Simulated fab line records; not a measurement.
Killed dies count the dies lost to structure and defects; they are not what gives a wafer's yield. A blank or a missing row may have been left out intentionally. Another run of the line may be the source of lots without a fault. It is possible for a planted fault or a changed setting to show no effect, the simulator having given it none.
Chamber matching / flow gf180mcu / GF_M5_ETCH_09 on rie_diel-04 has 4 sister chambers
The step etches Si3N4 in CF4/O2, target depth 52 nm, time 11.6 s. 8 wafers are shown with their chamber, then 7 later ones without.

## WAFERS, EACH WITH ITS CHAMBER
wafer=L077.1; chamber=2; drypump_motor_current_A (A)=6.0; oes_product_au (a.u.)=1.001
wafer=L077.4; chamber=3; drypump_motor_current_A (A)=5.2; oes_product_au (a.u.)=1.012
wafer=L077.5; chamber=1; drypump_motor_current_A (A)=5.3; oes_product_au (a.u.)=0.996
wafer=L088.1; chamber=3; drypump_motor_current_A (A)=5.1; oes_product_au (a.u.)=1.018
wafer=L088.4; chamber=0; drypump_motor_current_A (A)=6.1; oes_product_au (a.u.)=1.003
wafer=L088.5; chamber=1; drypump_motor_current_A (A)=5.4; oes_product_au (a.u.)=1.001
wafer=L091.1; chamber=2; drypump_motor_current_A (A)=6.0; oes_product_au (a.u.)=1.004
wafer=L091.2; chamber=0; drypump_motor_current_A (A)=6.2; oes_product_au (a.u.)=1.006

## WAFERS WITH NO CHAMBER GIVEN
wafer=L091.5; drypump_motor_current_A (A)=5.4; oes_product_au (a.u.)=0.991
wafer=L096.1; drypump_motor_current_A (A)=5.3; oes_product_au (a.u.)=1.015
wafer=L096.2; drypump_motor_current_A (A)=5.2; oes_product_au (a.u.)=1.015
wafer=L096.3; drypump_motor_current_A (A)=6.0; oes_product_au (a.u.)=1.009
wafer=L097.4; drypump_motor_current_A (A)=6.1; oes_product_au (a.u.)=1.006
wafer=L097.5; drypump_motor_current_A (A)=5.4; oes_product_au (a.u.)=1.004
wafer=L097.6; drypump_motor_current_A (A)=6.1; oes_product_au (a.u.)=1.005

## THE CHAMBER EACH PASSED THROUGH
wafer=L091.5; from the rows above=1; in truth=1
wafer=L096.1; from the rows above=3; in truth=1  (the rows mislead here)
wafer=L096.2; from the rows above=3; in truth=3
wafer=L096.3; from the rows above=can't be placed: 2 or 0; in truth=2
wafer=L097.4; from the rows above=can't be placed: 0 or 2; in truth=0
wafer=L097.5; from the rows above=1; in truth=1
wafer=L097.6; from the rows above=can't be placed: 0 or 2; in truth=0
3 of 7 placed correctly. Unplaceable from these rows: 3, with the true chamber sitting among the candidates in 3. 1 placed wrongly.
How it was worked out, from the rows above alone: a wafer's distance from a chamber is the root of the sum, over the readings, of the square of ((its reading less the chamber's mean) divided by the reading's scatter). If the next closest chamber is less than 2 further off than the closest, the wafer can't be placed; otherwise it belongs to the closest. A chamber's mean is the mean of its shown wafers. The scatter: the root of (the sum of the squares of (reading less its chamber's mean) over the shown wafers, divided by (wafers less chambers)).
